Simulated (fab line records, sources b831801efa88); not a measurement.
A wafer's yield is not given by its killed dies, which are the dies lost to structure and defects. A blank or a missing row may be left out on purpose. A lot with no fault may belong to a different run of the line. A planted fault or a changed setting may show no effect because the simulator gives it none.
Code-filled problem report in 8D (eight disciplines) form -- flow sky130 -- the parts of the form that need people (team, actions taken, sign-off) are left out

1. THE PROBLEM
Mean of strip_time_to_endpoint_s at SKY_RES_XHIGH_STRIP_08: 14.56 s across 5 wafers in 3 lots; on wafers with no fault it is 14.28 s (standard deviation 0.043). That is +6.5 standard deviations from the usual mean.
The step: strips in O2/N2.
Earliest sighting: wafer L648.2 on plasma_asher-01 at day 31 19:05. Wafers with a number at this step in the record: 36, from 13 lots. The rule behind "out" and "out of limits": a value lying over 4 standard deviations away from the usual mean. The rest of the wafers with a number are treated as sound.

2. WHAT IT IS, WHAT IT ISN'T
question,is,is not
which readings at this step,strip_time_to_endpoint_s,"drypump_motor_current_A, oes_product_au"
which lots,"L648, L650, L651","L632, L633, L636, L637, L638, L639, L642, L645, L653, L654"
which wafers of those lots,"L648.2, L648.4, L650.2, L650.4, L651.4",L651.6
read on which tools,"plasma_asher-01, plasma_asher-02",plasma_asher-04
when,from day 31 19:05,"up to then (24 sound wafers); but 7 sound wafers of L651, L653, L654 came after"

3. WHAT RULES OUT EACH SUSPECT
Counting: any tool at a process step up to the reading remains a suspect provided it ran every lot that is out. Sound lots after the first of them don't rule it out here, since some wafers of a struck lot are sound.
- litho_track-01 at SKY_RES_XHIGH_COAT_02 (resist thk 1140 nm): kept. It processed each lot that is out (first: L648, day 31 06:31); up to then, its last sound lot is L642 (day 29 11:04).
The count leaves litho_track-01 at SKY_RES_XHIGH_COAT_02.

4. THE CAUSE (what the simulator had put in)
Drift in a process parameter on litho_track-01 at SKY_RES_XHIGH_COAT_02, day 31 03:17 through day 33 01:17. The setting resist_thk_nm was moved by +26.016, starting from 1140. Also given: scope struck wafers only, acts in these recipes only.
Only this tool survived the counting.

5. THE CHAIN OF EFFECTS, in route order
Each row: a reading whose mean over the struck wafers that have a number lies more than 3 standard deviations from the usual. Only readings whose record carries a usual standard deviation are examined. hours: median over the lots of the time between each lot's start at the first step of this table that gives one and its start at this step. sigmas: the change, counted in usual standard deviations.
hours,step,reading,usual,on struck wafers,change,sigmas
0,SKY_RES_XHIGH_STRIP_08,strip_time_to_endpoint_s,14.28 s,14.56,+0.28,+6.5
It contains these process steps:
- SKY_RES_XHIGH_STRIP_08: strips in O2/N2.

6. WHAT WOULD HAVE CAUGHT IT SOONER
In this record the first reading out of limits was taken at day 31 19:05, 16 hours after the fault began at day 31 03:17.
Of the tool readings at SKY_RES_XHIGH_COAT_02 for which the record gives a usual standard deviation, none was out on any struck wafer, so an alarm limit of 4 standard deviations on them would not have fired.
Lots out: 3; of these, L650, L651 started SKY_RES_XHIGH_COAT_02 on litho_track-01 after day 31 19:05. A hold on the tool at that time would have spared those 2.
